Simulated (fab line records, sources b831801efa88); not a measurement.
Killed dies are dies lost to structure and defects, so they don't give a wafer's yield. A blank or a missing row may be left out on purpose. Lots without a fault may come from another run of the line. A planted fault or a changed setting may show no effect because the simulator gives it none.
Which tool did it? | flow sky130 | 6 lots, 18 wafers sampled, at 2 steps of a route of 708

WHAT THE GAUGES READ, wafer by wafer
SKY_PWDE_OVL_MEAS_07.
lot  | measured    | on         | PWDE_OVL (nm)
L254 | day 4 11:41 | overlay-01 | 0.8 0.4 1.2
L256 | day 4 21:38 | overlay-01 | - - -
L264 | day 6 20:05 | overlay-01 | -0.2 -0.8 0.8
L266 | day 7 07:47 | overlay-01 | 1.6 0.2 0.4
L270 | day 8 06:38 | overlay-02 | 2.4 2.6 0.4
L274 | day 9 06:38 | overlay-02 | 0.5 0.6 -0.4

WHICH TOOL RAN EACH LOT (tool, then ch and the chambers of the sampled wafers, then the start)
lot  | SKY_PWDE_COAT_02
L254 | litho_track-04 ch 0, day 4 03:01
L256 | litho_track-04, day 4 13:16
L264 | litho_track-01 ch 0, day 6 11:07
L266 | litho_track-04 ch 0, day 6 21:47
L270 | litho_track-01 ch 0, day 7 20:00
L274 | litho_track-01 ch 0, day 8 20:06
- SKY_PWDE_COAT_02: resist thk 3000 nm.

THE ANSWER, worked out from the rows above alone
Rule: what is usual is taken from the lots themselves. Put in order of their means at a reading, lots are off if they are a third of the lots or fewer, leave a main group of 4 or more, and stand apart from it by a gap of 3 or more times the standard deviation of the main group's means; of several such gaps the widest counts. A main group whose means are all the same, to the digits that the tables above print for the reading, isn't used. A lot without any number at a reading at which 4 lots or more have one is off too. The other lots that the step has rows for count as sound.
Off: L256, at SKY_PWDE_OVL_MEAS_07 (PWDE_OVL). Without a number there: L256. The main group: mean 0.7 nm, standard deviation 0.64.
A tool fits if, at a process step before that reading, it ran every lot that is off, and no sound lot after the first of them. The gauges at SKY_PWDE_OVL_MEAS_07 are tried like those tools. None of those tried fits.

WHAT THE SIMULATOR HAD PUT IN
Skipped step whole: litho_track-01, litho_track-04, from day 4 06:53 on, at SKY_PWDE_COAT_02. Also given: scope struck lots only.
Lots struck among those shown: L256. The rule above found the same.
